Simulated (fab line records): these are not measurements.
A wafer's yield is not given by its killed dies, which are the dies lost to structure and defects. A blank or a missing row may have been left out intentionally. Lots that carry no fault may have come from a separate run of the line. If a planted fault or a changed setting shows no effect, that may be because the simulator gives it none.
Which tool is to blame?    flow gf180mcu    12 lots with 36 wafers sampled at 5 steps, on a route of 602 steps

WHAT EACH GAUGE READ, for each wafer
GF_CONTACT_BOW_MEAS_05.
lot   measured      on            CONTACT_BOW (um)
L245  day 15 13:16  filmMetro-03  70 67 60
L246  day 15 22:41  filmMetro-03  59 76 61
L247  day 16 01:31  filmMetro-01  72 58 61
L248  day 16 13:15  filmMetro-01  65 64 61
L249  day 16 19:42  filmMetro-03  72 72 84
L255  day 18 19:45  filmMetro-03  61 62 56
L256  day 19 07:58  filmMetro-01  61 62 68
L257  day 19 12:50  filmMetro-01  72 62 71
L261  day 20 22:10  filmMetro-04  66 67 54
L264  day 22 02:55  filmMetro-01  70 66 69
L266  day 22 14:23  filmMetro-01  69 64 68
L268  day 23 07:16  filmMetro-01  74 72 67

GF_V1_THK_MEAS_01.
lot   measured      on            V1_CVD_00_THK (nm)
L245  day 17 12:44  filmMetro-03  588 598 599
L246  day 17 22:20  filmMetro-03  598 600 606
L247  day 18 01:53  filmMetro-02  610 599 613
L248  day 18 14:13  filmMetro-04  610 604 597
L249  day 18 20:26  filmMetro-03  600 601 595
L255  day 20 22:27  filmMetro-02  598 601 596
L256  day 21 10:39  filmMetro-02  597 597 585
L257  day 21 15:17  filmMetro-04  604 598 588
L261  day 23 00:16  filmMetro-02  594 587 600
L264  day 24 03:34  filmMetro-03  590 595 590
L266  day 24 14:13  filmMetro-03  602 604 603
L268  day 25 06:28  filmMetro-03  602 596 600

GF_V1_THK_MEAS_03.
lot   measured      on            V1_CVD_02_THK (nm)
L245  day 17 12:51  filmMetro-02  824 853 849
L246  day 17 22:28  filmMetro-02  856 872 843
L247  day 18 02:01  filmMetro-03  854 844 853
L248  day 18 14:21  filmMetro-02  844 869 853
L249  day 18 20:34  filmMetro-02  830 847 850
L255  day 20 22:35  filmMetro-02  845 855 853
L256  day 21 10:47  filmMetro-04  848 862 859
L257  day 21 15:25  filmMetro-03  855 847 872
L261  day 23 00:24  filmMetro-04  835 839 848
L264  day 24 03:42  filmMetro-02  850 853 870
L266  day 24 14:20  filmMetro-02  861 845 867
L268  day 25 06:36  filmMetro-02  846 846 858

EACH LOT AND THE TOOL THAT RAN IT (in order: tool; ch and the chambers of the sampled wafers; start)
lot   GF_M1_METAL_ETCH_16               GF_M1_STRIP_17
L245  rieMetal-04 ch 0,1, day 17 11:58  plasmaAsher-02 ch 0,1, day 17 12:04
L246  rieMetal-04 ch 0,1, day 17 21:32  plasmaAsher-04 ch 0,1, day 17 21:39
L247  rieMetal-01 ch 0,1, day 18 01:10  plasmaAsher-01 ch 1, day 18 01:16
L248  rieMetal-03 ch 0,1, day 18 13:28  plasmaAsher-02 ch 0,1, day 18 13:34
L249  rieMetal-01 ch 0,1, day 18 19:43  plasmaAsher-04 ch 0,1, day 18 19:49
L255  rieMetal-04 ch 0, day 20 21:17    plasmaAsher-01 ch 0,1, day 20 21:31
L256  rieMetal-04 ch 0,1, day 21 09:56  plasmaAsher-01 ch 0,1, day 21 10:02
L257  rieMetal-03 ch 0, day 21 14:28    plasmaAsher-04 ch 0,1, day 21 14:41
L261  rieMetal-01 ch 0,1, day 22 23:34  plasmaAsher-02 ch 0,1, day 22 23:40
L264  rieMetal-01 ch 0,1, day 24 02:49  plasmaAsher-01 ch 0,1, day 24 02:56
L266  rieMetal-04 ch 0,1, day 24 13:29  plasmaAsher-02 ch 0,1, day 24 13:35
L268  rieMetal-04 ch 0,1, day 25 05:46  plasmaAsher-04 ch 0,1, day 25 05:52
- GF_M1_METAL_ETCH_16: etches the open film in Cl2/BCl3, stops on SiO2, target depth 627.5 nm, time 104.6 s.
- GF_M1_STRIP_17: strips in O2/N2.

AS READ BY THE TOOLS THEMSELVES (means over the sampled wafers that have a number; for cases with no such wafer, the mark the record gives instead)
GF_M1_METAL_ETCH_16.
lot   tool         drypumpMotorCurrentA (A)  oesProductAu (a.u.)  rfFwdPowerW (W)  throttleValvePct (%)
L245  rieMetal-04  5.5                       0.977                794              28.245
L246  rieMetal-04  5.5                       0.974                796              28.255
L247  rieMetal-01  5.7                       0.968                798              28.258
L248  rieMetal-03  5.4                       0.973                796              28.264
L249  rieMetal-01  5.7                       0.974                794              28.234
L255  rieMetal-04  5.6                       0.972                798              28.245
L256  rieMetal-04  5.5                       0.973                793              28.244
L257  rieMetal-03  5.7                       0.979                791              28.233
L261  rieMetal-01  6.0                       0.980                797              28.252
L264  rieMetal-01  5.7                       0.969                796              28.251
L266  rieMetal-04  5.5                       0.974                794              28.247
L268  rieMetal-04  5.3                       0.975                796              28.257

GF_M1_STRIP_17.
lot   tool            drypumpMotorCurrentA (A)  heaterPowerW (W)  oesProductAu (a.u.)  stripTimeToEndpointS (s)
L245  plasmaAsher-02  5.5                       362               0.557                7.84
L246  plasmaAsher-04  6.3                       330               0.554                7.84
L247  plasmaAsher-01  5.8                       371               0.559                7.87
L248  plasmaAsher-02  5.8                       372               0.562                7.85
L249  plasmaAsher-04  5.8                       323               0.559                7.89
L255  plasmaAsher-01  6.3                       291               0.507                6.67
L256  plasmaAsher-01  6.1                       331               0.507                6.63
L257  plasmaAsher-04  6.2                       328               0.559                7.86
L261  plasmaAsher-02  5.5                       362               0.552                7.82
L264  plasmaAsher-01  6.3                       296               0.557                7.86
L266  plasmaAsher-02  5.8                       370               0.555                7.83
L268  plasmaAsher-04  5.8                       320               0.558                7.88

THE ANSWER, worked out from the rows above alone
Rule: what is usual is taken from the lots themselves. Put in order of their means at a reading, lots are off if they are a third of the lots or fewer, leave a main group of 4 or more, and stand apart from it by a gap of 3 or more times the standard deviation of the main group's means; of several such gaps the widest counts. If all means in a main group match to the digits the tables above print for the reading, that group is not used. Also off: a lot with no number at a reading for which 4 or more lots have one. Any other lot the step has rows for is counted as sound. First the gauges in route order, then the tools' own readings, where a lot's mean is used as printed above. At the first step where some lot is off, the reading lying furthest off is the one used; lots without a number count as furthest.
Off: L255, L256 (GF_M1_STRIP_17, stripTimeToEndpointS). For the main group the mean is 7.85 s and the standard deviation 0.021.
A tool fits if, at that step or a process step before it, it ran every lot that is off, and no sound lot after the first of them. Of those tried, none fits.

WHAT THE SIMULATOR HAD PUT IN
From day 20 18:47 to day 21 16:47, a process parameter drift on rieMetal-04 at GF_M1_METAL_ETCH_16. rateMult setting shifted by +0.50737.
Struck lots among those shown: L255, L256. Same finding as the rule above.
